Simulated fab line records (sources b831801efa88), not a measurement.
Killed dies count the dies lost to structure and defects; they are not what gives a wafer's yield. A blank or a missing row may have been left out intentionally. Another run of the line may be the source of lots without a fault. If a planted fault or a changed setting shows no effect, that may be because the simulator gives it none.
fab line records	flow sky130
record lots=13	wafers=39	lastDay=49
route steps=708 shown VT_ADJUST_HVTR@138 SONOS_ONO@171 GATE_OXIDE@192 POLY_GATE@205 PAD_OPEN@708
lots with no fault: from the same line, run without faults
startH: hours from the record's first day to the start of the lot's first wafer shown	waitH: how many hours have passed since the lot's step before this one	" same as the row above	L1.1+2: one row covering several wafers at once	- either no value or no given start	* or withheld: withheld	< > ~ a bound
route shown NAME@n: NAME is a module with steps in the file, n the number in the route of the first one	usual: mean/standard deviation of fault-free wafers	same: alike in all rows	chamber/n: place in a boat	sites: each site's reading	_std_site: the values' standard deviation	_edge_site: the outer-site mean with the inner-site mean subtracted	radiusMm: how far each site lies from the wafer's centre	mask NAME#n: copy n	behind: the most recent tool/chamber to have shaped the wafer	hold: what put the lot on hold/how long, in hours/how the hold closed	device: names the non-switching transistor (n, p or np)	end of line: the route-end tests of the same wafers	a step given without rows: its recipe and nothing more	killed: not the wafer's yield, but the dies lost to structure and defects at the first sort	map: a wafer's dies, x killed, . not, _ none there
set.NAME: setting as actually run; set.NAME@STEP: the setting as run at that earlier step	model.NAME: the simulator's own value behind a step, which no gauge read
steps of the route over a sample of lots; a table a step, a row a wafer
services: when a tool's chamber went out of use (startH, in hours from the record's first day, below 0 if earlier), for how many hours, and the reason
## steps
# step SKY_VT_ADJUST_HVTR_CD_MEAS_07
# recipe targetCdNm=380
# usual cdNm=379.7/2.5
lot.wafer	tool	chamber	startH	waitH	cdNm
L639.2	cdSem-01	-	202.06	0.1	379.6
L639.4	"	-	"	"	382.0
L639.6	"	-	"	"	380.3
L641.3	cdSem-01	-	220.80	0.1	380.7
L641.4	"	-	"	"	381.1
L641.6	"	-	"	"	381.2
L643.1	cdSem-02	-	231.99	0.1	377.3
L643.5	"	-	"	"	376.6
L643.6	"	-	"	"	378.6
L644.1	cdSem-01	-	238.24	0.1	383.1
L644.2	"	-	"	"	381.8
L644.3	"	-	"	"	382.4
L645.3	cdSem-02	-	250.93	0.1	380.8
L645.4	"	-	"	"	379.4
L645.5	"	-	"	"	380.6
L647.1	cdSem-02	-	273.27	0.1	381.2
L647.4	"	-	"	"	383.4
L647.5	"	-	"	"	382.7
L652.1	cdSem-02	-	302.81	0.1	381.5
L652.3	"	-	"	"	382.0
L652.4	"	-	"	"	382.4
L651.2	cdSem-02	-	305.96	0.1	380.5
L651.5	"	-	"	"	381.2
L651.6	"	-	"	"	381.2
L653.3	cdSem-01	-	311.51	0.1	379.1
L653.4	"	-	"	"	379.6
L653.5	"	-	"	"	379.5
L654.4	cdSem-01	-	315.60	0.1	380.9
L654.5	"	-	"	"	379.2
L654.6	"	-	"	"	380.6
L655.1	cdSem-01	-	322.96	0.1	377.9
L655.3	"	-	"	"	376.0
L655.4	"	-	"	"	377.9
L656.1	cdSem-02	-	332.31	0.1	376.8
L656.5	"	-	"	"	377.9
L656.6	"	-	"	"	376.6
L658.1	cdSem-02	-	342.71	0.1	375.5
L658.2	"	-	"	"	375.4
L658.4	"	-	"	"	375.3
# step SKY_SONOS_ONO_THK_MEAS_03
# recipe reads=Si3N4_of_SONOS_ONO_CVD_02
# usual SONOS_ONO_CVD_02_THK=10.50/0.13
lot.wafer	tool	chamber	startH	waitH	SONOS_ONO_CVD_02_THK[nm]
L639.2	filmMetro-02	-	251.71	0.0	10.37
L639.4	"	-	"	"	10.50
L639.6	"	-	"	"	10.46
L641.3	filmMetro-04	-	274.21	0.0	10.79
L641.4	"	-	"	"	10.72
L641.6	"	-	"	"	10.66
L643.1	filmMetro-04	-	283.37	0.0	10.45
L643.5	"	-	"	"	10.39
L643.6	"	-	"	"	10.30
L644.1	filmMetro-03	-	291.36	0.0	10.52
L644.2	"	-	"	"	10.53
L644.3	"	-	"	"	10.55
L645.3	filmMetro-02	-	305.89	0.0	10.44
L645.4	"	-	"	"	10.50
L645.5	"	-	"	"	10.47
L647.1	filmMetro-03	-	334.44	0.0	10.44
L647.4	"	-	"	"	10.28
L647.5	"	-	"	"	10.33
L652.1	filmMetro-03	-	360.73	0.0	10.37
L652.3	"	-	"	"	10.38
L652.4	"	-	"	"	10.37
L651.2	filmMetro-03	-	364.36	0.0	10.43
L651.5	"	-	"	"	10.44
L651.6	"	-	"	"	10.46
L653.3	filmMetro-03	-	370.36	0.0	10.61
L653.4	"	-	"	"	10.56
L653.5	"	-	"	"	10.45
L654.4	filmMetro-04	-	375.93	0.0	10.43
L654.5	"	-	"	"	10.43
L654.6	"	-	"	"	10.43
L655.1	filmMetro-03	-	381.96	0.0	10.53
L655.3	"	-	"	"	10.67
L655.4	"	-	"	"	10.75
L656.1	filmMetro-02	-	391.66	0.0	10.62
L656.5	"	-	"	"	10.63
L656.6	"	-	"	"	10.72
L658.1	filmMetro-04	-	404.56	0.0	10.65
L658.2	"	-	"	"	10.74
L658.4	"	-	"	"	10.65
# step SKY_GATE_OXIDE_COAT_05
# recipe resist=NOVOLAK	spinRpm=3000	resistThkNm=1140
# usual dispensePressureKPa=51.1/1.9
lot.wafer	tool	chamber	startH	waitH	dispensePressureKPa
L639.2	lithoTrack-03	0	292.84	0.1	49.2
L639.4	"	0	"	"	49.2
L639.6	"	0	"	"	49.2
L641.3	lithoTrack-02	0	315.89	0.1	50.4
L641.4	"	0	"	"	50.4
L641.6	"	0	"	"	50.4
L643.1	lithoTrack-01	0	325.76	0.1	53.9
L643.5	"	0	"	"	53.9
L643.6	"	0	"	"	53.9
L644.1	lithoTrack-01	0	335.86	0.1	53.9
L644.2	"	0	"	"	53.9
L644.3	"	0	"	"	53.9
L645.3	lithoTrack-02	0	348.99	0.1	50.4
L645.4	"	0	"	"	50.3
L645.5	"	0	"	"	50.4
L647.1	lithoTrack-03	0	379.72	0.1	49.2
L647.4	"	0	"	"	49.2
L647.5	"	0	"	"	49.2
L652.1	lithoTrack-01	0	407.66	0.1	53.9
L652.3	"	0	"	"	53.9
L652.4	"	0	"	"	53.9
L651.2	lithoTrack-03	0	411.69	0.1	49.2
L651.5	"	0	"	"	49.1
L651.6	"	0	"	"	49.2
L653.3	lithoTrack-02	0	417.84	0.1	50.4
L653.4	"	0	"	"	50.4
L653.5	"	0	"	"	50.4
L654.4	lithoTrack-02	0	425.76	0.1	50.4
L654.5	"	0	"	"	50.4
L654.6	"	0	"	"	50.4
L655.1	lithoTrack-02	0	432.99	0.1	50.4
L655.3	"	0	"	"	50.4
L655.4	"	0	"	"	50.4
L656.1	lithoTrack-01	0	441.21	0.1	53.9
L656.5	"	0	"	"	53.9
L656.6	"	0	"	"	53.9
L658.1	lithoTrack-01	0	451.86	0.1	53.9
L658.2	"	0	"	"	53.9
L658.4	"	0	"	"	53.9
# step SKY_GATE_OXIDE_STRIP_13
# recipe chemistry=O2/N2	powerW=1400	pressureMtorr=1500	platenTempC=withheld	o2FlowSccm=3000	n2FlowSccm=300	overashFraction=0.5
# usual drypumpMotorCurrentA=5.8/0.43	oesProductAu=0.716/0.0046	stripTimeToEndpointS=14.18/0.04
lot.wafer	tool	chamber	startH	waitH	drypumpMotorCurrentA	oesProductAu	rfHoursCounterH	stripTimeToEndpointS
L639.2	plasmaAsher-04	0	306.26	0.0	6.0	0.714	62	14.17
L639.4	"	1	"	"	6.2	0.713	-	14.20
L639.6	"	0	"	"	6.0	0.712	-	14.17
L641.3	plasmaAsher-01	1	329.39	0.0	5.1	0.723	-	14.19
L641.4	"	0	"	"	6.2	0.716	-	14.15
L641.6	"	0	"	"	6.2	0.715	-	14.17
L643.1	plasmaAsher-03	1	339.61	0.0	6.1	0.711	64	14.20
L643.5	"	1	"	"	6.2	0.715	-	14.21
L643.6	"	0	"	"	5.4	0.716	-	14.23
L644.1	plasmaAsher-04	0	350.42	0.0	6.0	0.717	66	14.21
L644.2	"	1	"	"	6.2	0.718	66	14.20
L644.3	"	0	"	"	6.0	0.715	-	14.26
L645.3	plasmaAsher-03	0	363.57	0.0	5.4	0.711	-	14.19
L645.4	"	1	"	"	6.1	0.708	-	14.22
L645.5	"	0	"	"	5.4	0.717	-	14.22
L647.1	plasmaAsher-04	0	394.36	0.0	6.0	0.717	70	14.23
L647.4	"	1	"	"	6.1	0.713	-	14.21
L647.5	"	1	"	"	6.2	0.713	-	14.19
L652.1	plasmaAsher-03	1	422.23	0.0	6.1	0.719	72	14.20
L652.3	"	0	"	"	5.4	0.722	-	14.18
L652.4	"	1	"	"	6.1	0.725	-	14.16
L651.2	plasmaAsher-01	1	427.50	0.0	5.1	0.717	30	14.18
L651.5	"	1	"	"	5.1	0.717	-	14.16
L651.6	"	0	"	"	6.2	0.716	-	14.21
L653.3	plasmaAsher-01	1	433.61	0.0	5.1	0.722	-	13.86
L653.4	"	0	"	"	6.2	0.723	-	13.87
L653.5	"	1	"	"	5.1	0.711	-	13.87
L654.4	plasmaAsher-03	0	441.35	0.0	5.4	0.718	-	13.86
L654.5	"	1	"	"	6.2	0.716	-	13.82
L654.6	"	0	"	"	5.4	0.711	-	13.86
L655.1	plasmaAsher-03	0	448.32	0.0	5.4	0.715	76	13.90
L655.3	"	0	"	"	5.4	0.707	-	13.89
L655.4	"	1	"	"	6.1	0.714	-	13.93
L656.1	plasmaAsher-01	1	456.45	0.0	5.1	0.706	34	14.21
L656.5	"	1	"	"	5.1	0.722	-	14.16
L656.6	"	0	"	"	6.1	0.711	-	14.19
L658.1	plasmaAsher-03	0	466.60	0.0	5.4	0.708	78	14.21
L658.2	"	1	"	"	6.1	0.720	78	14.21
L658.4	"	0	"	"	5.4	0.716	-	14.19
# step SKY_POLY_GATE_THK_MEAS_01
# recipe reads=poly-Si_of_POLY_GATE_CVD_00
# usual POLY_GATE_CVD_00_THK=179.7/2.2
lot.wafer	tool	chamber	startH	waitH	POLY_GATE_CVD_00_THK[nm]
L639.2	filmMetro-04	-	309.37	0.0	180.7
L639.4	"	-	"	"	180.2
L639.6	"	-	"	"	179.9
L641.3	filmMetro-01	-	332.92	0.0	178.7
L641.4	"	-	"	"	178.7
L641.6	"	-	"	"	176.3
L643.1	filmMetro-02	-	343.54	0.0	181.1
L643.5	"	-	"	"	180.8
L643.6	"	-	"	"	180.9
L644.1	filmMetro-01	-	353.37	0.0	179.5
L644.2	"	-	"	"	178.5
L644.3	"	-	"	"	178.8
L645.3	filmMetro-01	-	366.61	0.0	177.5
L645.4	"	-	"	"	176.5
L645.5	"	-	"	"	177.1
L647.1	filmMetro-04	-	397.30	0.0	182.3
L647.4	"	-	"	"	183.3
L647.5	"	-	"	"	183.1
L652.1	filmMetro-04	-	428.81	0.0	180.6
L652.3	"	-	"	"	179.4
L652.4	"	-	"	"	180.4
L651.2	filmMetro-01	-	431.86	0.0	180.0
L651.5	"	-	"	"	181.2
L651.6	"	-	"	"	179.3
L653.3	filmMetro-02	-	437.13	0.0	180.1
L653.4	"	-	"	"	179.3
L653.5	"	-	"	"	180.2
L654.4	filmMetro-02	-	444.29	0.0	179.4
L654.5	"	-	"	"	180.8
L654.6	"	-	"	"	180.5
L655.1	filmMetro-04	-	451.26	0.0	178.1
L655.3	"	-	"	"	178.4
L655.4	"	-	"	"	180.9
L656.1	filmMetro-04	-	460.46	0.0	180.8
L656.5	"	-	"	"	181.3
L656.6	"	-	"	"	181.2
L658.1	filmMetro-02	-	469.54	0.0	180.2
L658.2	"	-	"	"	182.0
L658.4	"	-	"	"	180.4
# step SKY_PAD_OPEN_PROBE_99
# usual killed_at_M0_to_M3=43/6.5	killed_at_M4_up=3/1.7	killedAtContacts=25/5.1	killedAtFrontEnd=15/3.8	killedAtOther=0.2/0.45	killedDies=86/8.8	killedOpen=47/6.7	killedShort=39/6
# same grossDies=492	killedAtBackSide=0
lot.wafer	tool	chamber	startH	waitH	killed_at_M0_to_M3	killed_at_M4_up	killedAtContacts	killedAtFrontEnd	killedAtOther	killedDies	killedOpen	killedShort
L639.2	prober-02	-	1074.48	0.1	33	3	25	16	0	77	43	34
L639.4	prober-02	-	1074.58	0.2	42	3	22	17	0	84	43	41
L639.6	prober-02	-	1074.68	0.2	52	4	21	24	0	101	54	47
L641.3	prober-02	-	1088.46	0.2	57	0	29	15	0	101	60	41
L641.4	prober-02	-	1088.51	0.2	54	2	23	17	0	96	56	40
L641.6	prober-02	-	1088.61	0.2	52	2	30	12	0	96	51	45
L643.1	prober-02	-	1102.87	0.1	45	2	12	13	0	72	41	31
L643.5	prober-02	-	1103.07	0.2	47	4	29	11	0	91	50	41
L643.6	prober-02	-	1103.12	0.2	48	2	26	11	0	87	44	43
L644.1	prober-01	-	1108.72	0.1	43	0	22	21	0	86	51	35
L644.2	prober-01	-	1108.77	0.1	57	3	21	14	1	96	51	45
L644.3	prober-01	-	1108.82	0.2	34	3	32	23	0	92	47	45
L645.3	prober-02	-	1118.47	0.2	49	2	36	14	0	101	55	46
L645.4	prober-02	-	1118.52	0.2	46	6	27	14	1	94	52	42
L645.5	prober-02	-	1118.57	0.2	42	0	30	12	0	84	46	38
L647.1	prober-02	-	1135.78	0.1	30	1	13	11	0	55	35	20
L647.4	prober-02	-	1135.93	0.2	40	3	15	16	0	74	41	33
L647.5	prober-02	-	1135.98	0.2	49	2	20	15	1	87	39	48
L652.1	prober-02	-	1159.67	0.1	37	4	24	24	0	89	50	39
L652.3	prober-02	-	1159.77	0.2	40	5	23	18	1	87	44	43
L652.4	prober-02	-	1159.82	0.2	32	2	19	13	1	67	35	32
L651.2	prober-01	-	1160.89	0.1	40	6	35	8	0	89	51	38
L651.5	prober-01	-	1161.04	0.2	44	2	19	19	0	84	46	38
L651.6	prober-01	-	1161.09	0.2	50	1	32	12	0	95	56	39
L653.3	prober-02	-	1161.27	0.2	46	2	24	24	0	96	50	46
L653.4	prober-02	-	1161.32	0.2	50	4	23	20	0	97	53	44
L653.5	prober-02	-	1161.37	0.2	37	4	21	17	1	80	39	41
L654.4	prober-01	-	1167.01	0.2	44	2	23	14	0	83	43	40
L654.5	prober-01	-	1167.06	0.2	45	3	27	5	0	80	50	30
L654.6	prober-01	-	1167.11	0.2	44	5	26	10	1	86	38	48
L655.1	prober-02	-	1169.69	0.1	36	1	30	14	0	81	46	35
L655.3	prober-02	-	1169.79	0.2	39	2	23	21	0	85	41	44
L655.4	prober-02	-	1169.84	0.2	33	5	26	13	0	77	46	31
L656.1	prober-02	-	1182.03	0.1	45	5	24	13	0	87	54	33
L656.5	prober-02	-	1182.23	0.2	36	4	23	20	0	83	44	39
L656.6	prober-02	-	1182.28	0.2	47	6	27	14	0	94	61	33
L658.1	prober-01	-	1184.48	0.1	32	3	32	17	1	85	55	30
L658.2	prober-01	-	1184.53	0.1	42	2	33	10	0	87	45	42
L658.4	prober-01	-	1184.63	0.2	39	3	30	15	0	87	53	34
# killed by level:class
L639.2 CONTACT:geometricParticle:open=12 VIA1:geometricParticle:open=10 LI_CONTACT:geometricParticle:open=6 METAL2:geometricParticle:short=6 CONTACT:geometricParticle:short=5 METAL1:geometricParticle:short=5 VIA3:geometricParticle:open=5 POLY_GATE:geometricParticle:short=4
L639.4 VIA1:geometricParticle:open=9 LI_CONTACT:geometricParticle:open=8 VIA3:geometricParticle:short=8 FIELD_ISO:geometricParticle:short=6 CONTACT:geometricParticle:open=6 CONTACT:geometricParticle:short=5 METAL1:geometricParticle:short=5 VIA3:geometricParticle:open=5
L639.6 VIA1:geometricParticle:open=15 METAL1:geometricParticle:short=10 CONTACT:geometricParticle:open=8 VIA2:geometricParticle:open=7 LI_CONTACT:geometricParticle:open=7 FIELD_ISO:geometricParticle:open=6 FIELD_ISO:geometricParticle:short=6 METAL2:geometricParticle:short=6
L641.3 CONTACT:geometricParticle:open=15 VIA1:geometricParticle:open=13 VIA2:geometricParticle:open=8 METAL2:geometricParticle:short=7 VIA3:geometricParticle:open=6 FIELD_ISO:geometricParticle:short=5 LI_CONTACT:geometricParticle:open=5 METAL1:geometricParticle:short=5
L641.4 CONTACT:geometricParticle:open=14 VIA1:geometricParticle:open=13 VIA2:geometricParticle:open=9 VIA3:geometricParticle:open=9 FIELD_ISO:geometricParticle:short=6 METAL1:geometricParticle:short=5 VIA3:geometricParticle:short=5 FIELD_ISO:geometricParticle:open=4
L641.6 CONTACT:geometricParticle:open=13 VIA1:geometricParticle:open=12 VIA1:geometricParticle:short=8 METAL2:geometricParticle:short=7 CONTACT:geometricParticle:short=7 METAL1:geometricParticle:short=7 VIA3:geometricParticle:open=6 LOCAL_INTERCONNECT:geometricParticle:short=5
L643.1 VIA2:geometricParticle:open=11 VIA1:geometricParticle:open=9 FIELD_ISO:geometricParticle:open=6 CONTACT:geometricParticle:open=6 METAL1:geometricParticle:short=6 POLY_GATE:geometricParticle:short=5 VIA3:geometricParticle:open=4 CONTACT:geometricParticle:short=4
L643.5 VIA1:geometricParticle:open=14 CONTACT:geometricParticle:open=10 LI_CONTACT:geometricParticle:open=9 METAL2:geometricParticle:short=6 VIA2:geometricParticle:open=4 CONTACT:geometricParticle:short=4 VIA1:geometricParticle:short=4 VIA2:geometricParticle:short=4
L643.6 CONTACT:geometricParticle:open=12 VIA1:geometricParticle:open=11 METAL1:geometricParticle:short=7 VIA3:geometricParticle:short=7 VIA1:geometricParticle:short=6 LI_CONTACT:geometricParticle:open=4 CONTACT:geometricParticle:short=4 METAL3:geometricParticle:short=4
L644.1 VIA1:geometricParticle:open=14 VIA3:geometricParticle:open=8 LI_CONTACT:geometricParticle:open=7 CONTACT:geometricParticle:open=7 VIA1:geometricParticle:short=6 FIELD_ISO:geometricParticle:open=5 LI_CONTACT:geometricParticle:short=4 METAL1:geometricParticle:short=4
L644.2 VIA1:geometricParticle:open=14 METAL1:geometricParticle:short=8 VIA2:geometricParticle:open=7 POLY_GATE:geometricParticle:open=5 LI_CONTACT:geometricParticle:short=5 METAL1:geometricParticle:open=5 VIA1:geometricParticle:short=5 METAL2:geometricParticle:short=5
L644.3 CONTACT:geometricParticle:open=9 VIA1:geometricParticle:open=9 LI_CONTACT:geometricParticle:open=7 CONTACT:geometricParticle:short=7 LOCAL_INTERCONNECT:geometricParticle:short=6 VIA1:geometricParticle:short=5 VIA2:geometricParticle:open=5 FIELD_ISO:geometricParticle:short=4
L645.3 VIA1:geometricParticle:open=15 CONTACT:geometricParticle:open=14 CONTACT:geometricParticle:short=8 LI_CONTACT:geometricParticle:open=7 POLY_GATE:geometricParticle:short=6 VIA2:geometricParticle:open=6 METAL2:geometricParticle:short=5 METAL1:geometricParticle:short=5
L645.4 VIA1:geometricParticle:open=14 LI_CONTACT:geometricParticle:open=11 CONTACT:geometricParticle:short=6 METAL2:geometricParticle:short=6 LOCAL_INTERCONNECT:geometricParticle:short=5 CONTACT:geometricParticle:open=5 VIA2:geometricParticle:short=5 VIA2:geometricParticle:open=5
L645.5 VIA1:geometricParticle:open=13 CONTACT:geometricParticle:open=12 METAL2:geometricParticle:short=7 VIA2:geometricParticle:short=6 CONTACT:geometricParticle:short=5 VIA3:geometricParticle:open=5 VIA3:geometricParticle:short=5 LOCAL_INTERCONNECT:geometricParticle:short=4
L647.1 VIA3:geometricParticle:open=10 CONTACT:geometricParticle:open=6 LI_CONTACT:geometricParticle:open=5 VIA1:geometricParticle:open=5 FIELD_ISO:geometricParticle:short=4 VIA2:geometricParticle:open=4 POLY_GATE:geometricParticle:short=3 FIELD_ISO:geometricParticle:open=2
L647.4 VIA1:geometricParticle:open=10 VIA2:geometricParticle:open=6 FIELD_ISO:geometricParticle:short=5 CONTACT:geometricParticle:open=5 METAL2:geometricParticle:short=5 POLY_GATE:geometricParticle:open=4 CONTACT:geometricParticle:short=4 VIA1:geometricParticle:short=4
L647.5 VIA1:geometricParticle:open=9 CONTACT:geometricParticle:open=8 METAL1:geometricParticle:short=8 VIA3:geometricParticle:short=6 METAL2:geometricParticle:short=5 METAL3:geometricParticle:short=5 FIELD_ISO:geometricParticle:short=4 LI_CONTACT:geometricParticle:open=4
L652.1 CONTACT:geometricParticle:open=12 VIA1:geometricParticle:open=9 FIELD_ISO:geometricParticle:short=7 VIA2:geometricParticle:open=6 FIELD_ISO:geometricParticle:open=5 POLY_GATE:geometricParticle:short=5 METAL1:geometricParticle:short=5 LI_CONTACT:geometricParticle:open=4
L652.3 CONTACT:geometricParticle:open=10 LI_CONTACT:geometricParticle:open=9 VIA1:geometricParticle:short=8 METAL2:geometricParticle:short=6 VIA2:geometricParticle:short=6 VIA1:geometricParticle:open=5 METAL1:geometricParticle:short=5 FIELD_ISO:geometricParticle:short=4
L652.4 VIA1:geometricParticle:open=8 VIA1:geometricParticle:short=6 FIELD_ISO:geometricParticle:open=5 LI_CONTACT:geometricParticle:short=5 LI_CONTACT:geometricParticle:open=4 VIA2:geometricParticle:open=4 LOCAL_INTERCONNECT:geometricParticle:short=4 CONTACT:geometricParticle:open=4
L651.2 LI_CONTACT:geometricParticle:open=14 VIA1:geometricParticle:open=11 LOCAL_INTERCONNECT:geometricParticle:short=8 VIA2:geometricParticle:open=7 METAL2:geometricParticle:short=7 CONTACT:geometricParticle:short=6 VIA3:geometricParticle:open=6 CONTACT:geometricParticle:open=5
L651.5 VIA1:geometricParticle:open=14 CONTACT:geometricParticle:open=8 FIELD_ISO:geometricParticle:short=6 METAL2:geometricParticle:short=6 POLY_GATE:geometricParticle:open=5 VIA2:geometricParticle:short=4 CONTACT:geometricParticle:short=4 VIA2:geometricParticle:open=4
L651.6 VIA1:geometricParticle:open=12 CONTACT:geometricParticle:open=11 LI_CONTACT:geometricParticle:open=9 VIA3:geometricParticle:open=9 VIA1:geometricParticle:short=9 LOCAL_INTERCONNECT:geometricParticle:short=5 METAL1:geometricParticle:short=5 POLY_GATE:geometricParticle:open=4
L653.3 VIA3:geometricParticle:open=9 POLY_GATE:geometricParticle:open=8 VIA1:geometricParticle:open=8 CONTACT:geometricParticle:open=7 METAL2:geometricParticle:short=7 POLY_GATE:geometricParticle:short=6 LOCAL_INTERCONNECT:geometricParticle:short=5 VIA2:geometricParticle:open=5
L653.4 VIA1:geometricParticle:open=15 METAL2:geometricParticle:short=10 LI_CONTACT:geometricParticle:open=8 VIA3:geometricParticle:open=6 FIELD_ISO:geometricParticle:open=5 CONTACT:geometricParticle:short=5 POLY_GATE:geometricParticle:short=5 POLY_GATE:geometricParticle:open=5
L653.5 CONTACT:geometricParticle:open=8 VIA1:geometricParticle:open=7 LI_CONTACT:geometricParticle:open=7 METAL1:geometricParticle:short=7 METAL2:geometricParticle:short=5 POLY_GATE:geometricParticle:short=4 POLY_GATE:geometricParticle:open=4 METAL3:geometricParticle:short=4
L654.4 VIA1:geometricParticle:open=11 METAL1:geometricParticle:short=9 LI_CONTACT:geometricParticle:open=8 METAL2:geometricParticle:short=7 VIA2:geometricParticle:open=6 FIELD_ISO:geometricParticle:short=5 VIA1:geometricParticle:short=5 CONTACT:geometricParticle:open=5
L654.5 CONTACT:geometricParticle:open=10 VIA1:geometricParticle:open=9 LI_CONTACT:geometricParticle:open=8 VIA2:geometricParticle:open=7 VIA3:geometricParticle:open=7 METAL1:geometricParticle:short=5 METAL3:geometricParticle:short=5 LI_CONTACT:geometricParticle:short=4
L654.6 CONTACT:geometricParticle:open=8 METAL1:geometricParticle:short=7 VIA2:geometricParticle:open=7 VIA3:geometricParticle:open=7 LOCAL_INTERCONNECT:geometricParticle:short=5 METAL2:geometricParticle:short=5 FIELD_ISO:geometricParticle:short=4 LI_CONTACT:geometricParticle:open=4
L655.1 VIA1:geometricParticle:open=9 CONTACT:geometricParticle:open=8 VIA3:geometricParticle:open=7 LOCAL_INTERCONNECT:geometricParticle:short=7 LI_CONTACT:geometricParticle:open=6 METAL2:geometricParticle:short=6 POLY_GATE:geometricParticle:open=5 FIELD_ISO:geometricParticle:short=4
L655.3 CONTACT:geometricParticle:open=9 FIELD_ISO:geometricParticle:open=7 VIA3:geometricParticle:short=6 POLY_GATE:geometricParticle:short=5 METAL1:geometricParticle:short=5 VIA1:geometricParticle:open=5 VIA1:geometricParticle:short=5 VIA2:geometricParticle:open=5
L655.4 LI_CONTACT:geometricParticle:open=8 VIA3:geometricParticle:open=8 VIA1:geometricParticle:open=7 POLY_GATE:geometricParticle:open=5 CONTACT:geometricParticle:short=5 CONTACT:geometricParticle:open=5 METAL2:geometricParticle:short=4 LOCAL_INTERCONNECT:geometricParticle:short=4
L656.1 VIA1:geometricParticle:open=13 LI_CONTACT:geometricParticle:open=9 CONTACT:geometricParticle:open=8 VIA3:geometricParticle:open=6 POLY_GATE:geometricParticle:short=5 VIA2:geometricParticle:open=5 LI_CONTACT:geometricParticle:short=4 METAL1:geometricParticle:short=4
L656.5 CONTACT:geometricParticle:open=8 LI_CONTACT:geometricParticle:open=8 METAL1:geometricParticle:short=8 FIELD_ISO:geometricParticle:open=6 POLY_GATE:geometricParticle:open=5 LOCAL_INTERCONNECT:geometricParticle:short=5 VIA3:geometricParticle:open=5 VIA1:geometricParticle:open=5
L656.6 CONTACT:geometricParticle:open=15 VIA3:geometricParticle:open=12 VIA1:geometricParticle:open=10 METAL2:geometricParticle:short=7 LI_CONTACT:geometricParticle:open=6 METAL4:geometricParticle:short=6 FIELD_ISO:geometricParticle:open=5 VIA2:geometricParticle:open=5
L658.1 CONTACT:geometricParticle:open=12 LI_CONTACT:geometricParticle:open=11 FIELD_ISO:geometricParticle:open=7 VIA3:geometricParticle:open=7 LOCAL_INTERCONNECT:geometricParticle:short=6 VIA2:geometricParticle:open=5 FIELD_ISO:geometricParticle:short=4 VIA1:geometricParticle:short=4
L658.2 CONTACT:geometricParticle:open=12 VIA1:geometricParticle:open=9 LI_CONTACT:geometricParticle:open=8 METAL2:geometricParticle:short=7 VIA1:geometricParticle:short=6 CONTACT:geometricParticle:short=6 VIA3:geometricParticle:open=5 FIELD_ISO:geometricParticle:open=4
L658.4 VIA1:geometricParticle:open=14 LI_CONTACT:geometricParticle:open=10 CONTACT:geometricParticle:open=8 LI_CONTACT:geometricParticle:short=6 FIELD_ISO:geometricParticle:short=5 VIA3:geometricParticle:open=5 VIA2:geometricParticle:open=5 FIELD_ISO:geometricParticle:open=4
## services
tool	chamber	startH	hours	kind
plasmaAsher-03	-	293.36	4.1	repair
plasmaAsher-04	-	337.57	2.8	pm
plasmaAsher-03	-	381.68	2.9	repair
plasmaAsher-04	-	421.25	9.0	pm
plasmaAsher-04	0	421.25	9.0	ventCycle
plasmaAsher-04	1	421.25	9.0	ventCycle
plasmaAsher-04	0	430.25	-	clean
plasmaAsher-04	1	430.25	-	clean
plasmaAsher-04	-	433.29	64.4	repair
## key
firstSign step=SKY_GATE_OXIDE_STRIP_13	reading=stripTimeToEndpointS	direction=down	sigmas=7.6	usual=*	struck=*
effect none on later readings
metAt SKY_GATE_OXIDE_COAT_05
struckLots L653,L654,L655
testerLeftOut L653,L654,L655
notActingAt SKY_VT_ADJUST_HVTR_CD_MEAS_07,SKY_SONOS_ONO_THK_MEAS_03,SKY_POLY_GATE_THK_MEAS_01
onsetBetween 348.99 417.84
fault kind=processParameterDrift	tool=lithoTrack-02	chamber=-	onsetH=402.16	steps=SKY_GATE_OXIDE_COAT_05	channel=resistThkNm	offset=-24.152	shape=step	endH=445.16	actsIn=theseRecipesOnly	stated=1140
# testerLeftOut: of these lots the tester's yield and bins aren't shown, on N5 and GAA mostly nor the transistor test; their killed dies are dies lost to structure and defects alone, not to doping, threshold or leakage, so they don't give the yield
